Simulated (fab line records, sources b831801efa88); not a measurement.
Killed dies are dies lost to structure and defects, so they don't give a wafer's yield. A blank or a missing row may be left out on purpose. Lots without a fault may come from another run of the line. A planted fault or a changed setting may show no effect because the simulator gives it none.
Chamber matching | flow gf180mcu | GF_STI_ETCH_14 on rie_si-02: 4 sister chambers
The step etches Si in HBr/Cl2/O2, target depth 360 nm, time 102.9 s. 4 wafers are shown with their chamber, then 7 later ones without.

WAFERS WITH THEIR CHAMBER
wafer  | chamber | oes_product_au (a.u.)
L994.2 | 1       | 0.999
L994.5 | 3       | 0.993
L998.4 | 0       | 1.001
L998.5 | 2       | 1.011

WAFERS WITHOUT THEIR CHAMBER
wafer  | oes_product_au (a.u.)
L998.6 | 0.998
L105.1 | 1.007
L105.5 | 1.004
L105.6 | 1.007
L108.1 | 0.994
L108.3 | 1.013
L108.4 | 0.999

WHICH CHAMBER EACH WENT THROUGH
wafer  | from the rows above          | in truth
L998.6 | can't be placed: 1 or 0 or 3 | 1
L105.1 | can't be placed: 2 or 0 or 1 | 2
L105.5 | can't be placed: 0 or 1 or 2 | 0
L105.6 | can't be placed: 2 or 0 or 1 | 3
L108.1 | can't be placed: 3 or 1      | 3
L108.3 | 2                            | 2
L108.4 | can't be placed: 1 or 0      | 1
Placed correctly: 1 of 7. Can't be placed from these rows: 6 (the true chamber is among the candidates in 5). Placed wrongly: 0.
How it was worked out, from the rows above alone: a wafer's distance from a chamber is the root of the sum, over the readings, of the square of ((its reading less the chamber's mean) divided by the reading's scatter). The wafer belongs to the nearest chamber; if the next one is less than 2 further off, it can't be placed. A chamber's mean is the mean of its shown wafers. The scatter: with one shown wafer a chamber, the root of the mean of the squares of how far each hidden wafer lies from its nearest shown one.
